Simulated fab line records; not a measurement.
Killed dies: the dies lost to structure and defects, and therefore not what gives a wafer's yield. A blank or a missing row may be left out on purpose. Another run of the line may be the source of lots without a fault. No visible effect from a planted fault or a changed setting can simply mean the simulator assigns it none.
Chamber matching || flow sky130 || SKY_FIELD_ISO_ETCH_17 on rie si-01: 4 sister chambers
The step etches Si in HBr/Cl2/O2, target depth 342 nm, time 97.7 s. 4 wafers are shown with their chamber, then 11 later ones without.

WAFERS, EACH WITH ITS CHAMBER
{"wafer": "L086.1", "chamber": 3, "drypump motor current A (A)": 6.0}
{"wafer": "L089.5", "chamber": 0, "drypump motor current A (A)": 4.8}
{"wafer": "L089.6", "chamber": 1, "drypump motor current A (A)": 5.2}
{"wafer": "L091.1", "chamber": 2, "drypump motor current A (A)": 6.4}

WAFERS WITHOUT THEIR CHAMBER
{"wafer": "L091.3", "drypump motor current A (A)": 5.2}
{"wafer": "L091.6", "drypump motor current A (A)": 4.8}
{"wafer": "L093.2", "drypump motor current A (A)": 5.2}
{"wafer": "L093.4", "drypump motor current A (A)": 4.8}
{"wafer": "L093.6", "drypump motor current A (A)": 5.2}
{"wafer": "L095.3", "drypump motor current A (A)": 6.1}
{"wafer": "L095.4", "drypump motor current A (A)": 4.8}
{"wafer": "L095.5", "drypump motor current A (A)": 6.4}
{"wafer": "L097.1", "drypump motor current A (A)": 6.0}
{"wafer": "L097.3", "drypump motor current A (A)": 6.3}
{"wafer": "L097.6", "drypump motor current A (A)": 6.0}

WHICH CHAMBER EACH ONE RAN IN
{"wafer": "L091.3", "from the rows above": 1, "in truth": 1}
{"wafer": "L091.6", "from the rows above": 0, "in truth": 0}
{"wafer": "L093.2", "from the rows above": 1, "in truth": 1}
{"wafer": "L093.4", "from the rows above": 0, "in truth": 0}
{"wafer": "L093.6", "from the rows above": 1, "in truth": 1}
{"wafer": "L095.3", "from the rows above": 3, "in truth": 3}
{"wafer": "L095.4", "from the rows above": 0, "in truth": 0}
{"wafer": "L095.5", "from the rows above": 2, "in truth": 2}
{"wafer": "L097.1", "from the rows above": 3, "in truth": 3}
{"wafer": "L097.3", "from the rows above": 2, "in truth": 2}
{"wafer": "L097.6", "from the rows above": 3, "in truth": 3}
Placed correctly: 11 of 11. From these rows, 0 cannot be placed. Wrongly placed: 0.
How it was worked out, from the rows above alone: a wafer's distance from a chamber is the root of the sum, over the readings, of the square of ((its reading less the chamber's mean) divided by the reading's scatter). The wafer belongs to the nearest chamber; if the next one is less than 2 further off, it can't be placed. For every chamber, the mean is computed from those of its wafers that are shown. The scatter: with one shown wafer a chamber, the root of the mean of the squares of how far each hidden wafer lies from its nearest shown one.
